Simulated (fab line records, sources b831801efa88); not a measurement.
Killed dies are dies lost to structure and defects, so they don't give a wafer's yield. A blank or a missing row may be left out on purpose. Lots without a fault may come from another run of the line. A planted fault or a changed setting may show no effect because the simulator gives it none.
Problem report in the 8D (eight disciplines) form, filled by code | flow sky130 | the parts of the form that need people (team, actions taken, sign-off) are left out

1. THE PROBLEM
head_pressure_psi at SKY_CONTACT_CMP_04 reads a mean of 3.321 psi on 6 wafers of 2 lots; wafers without a fault read 4.001 psi with a standard deviation of 0.01. That is -68 standard deviations from the usual mean.
The step: polishes SiO2.
First seen on wafer L189.3, day 32 13:02, on cmp-01. The record holds 39 wafers of 13 lots with a number at this step. Rule for "out", or "out of limits": more than 4 standard deviations from the usual mean. The other wafers with a number count as sound.

2. WHAT IT IS AND WHAT IT IS NOT
question                    | is                                    | is not
which readings at this step | head_pressure_psi, time_to_endpoint_s | -
which lots                  | L188, L189                            | L182, L183, L184, L197, L198, L200, L201, L202, L203, L204, L205
which wafers of those lots  | all that have a number                | -
read on which tools         | cmp-01                                | cmp-02
when                        | from day 32 13:02                     | up to then (9 sound wafers); but 24 sound wafers of L197, L198, L200, L201, L202, L203, L204, L205 came after

3. SUSPECTS, AND WHAT RULES EACH OUT
Counting: a tool at a process step up to the reading stays a suspect if it ran every lot that is out and no sound lot after the first of them.
- cmp-01 at SKY_CONTACT_CMP_04 (polishes SiO2): ruled out as a lasting fault. Sound lots L197, L198, L200, L201, L202, L203 ran on it after its first lot that is out, L189 (day 32 13:02).
Left after counting: nothing in the record.

4. THE CAUSE (what the simulator had put in)
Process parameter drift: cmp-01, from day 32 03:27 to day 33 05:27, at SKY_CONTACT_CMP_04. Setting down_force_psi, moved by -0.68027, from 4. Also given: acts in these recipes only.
Counting ruled it out, wrongly.

5. THE CHAIN OF EFFECTS, in route order
Each row: a reading whose mean over the struck wafers that have a number lies more than 3 standard deviations from the usual. Only readings for which the record gives a usual standard deviation are gone through. hours: the time from each lot's start at the first step in this table that gives one to its start at this step, as a median over the lots. sigmas: the change in usual standard deviations.
hours | step               | reading            | usual     | on struck wafers | change | sigmas
0     | SKY_CONTACT_CMP_04 | head_pressure_psi  | 4.001 psi | 3.321            | -0.680 | -68
0     | SKY_CONTACT_CMP_04 | time_to_endpoint_s | 85 s      | 104              | +19    | +5.2
The process steps in it:
- SKY_CONTACT_CMP_04: polishes SiO2.
Later measuring or inspecting steps at which every struck wafer that the step has a row for has a number for every such reading, and none has moved that far: SKY_VIA1_THK_MEAS_01.

6. WHAT WOULD HAVE CAUGHT IT SOONER
In this record the first reading out of limits was taken at day 32 13:02, 10 hours after the fault began at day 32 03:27.
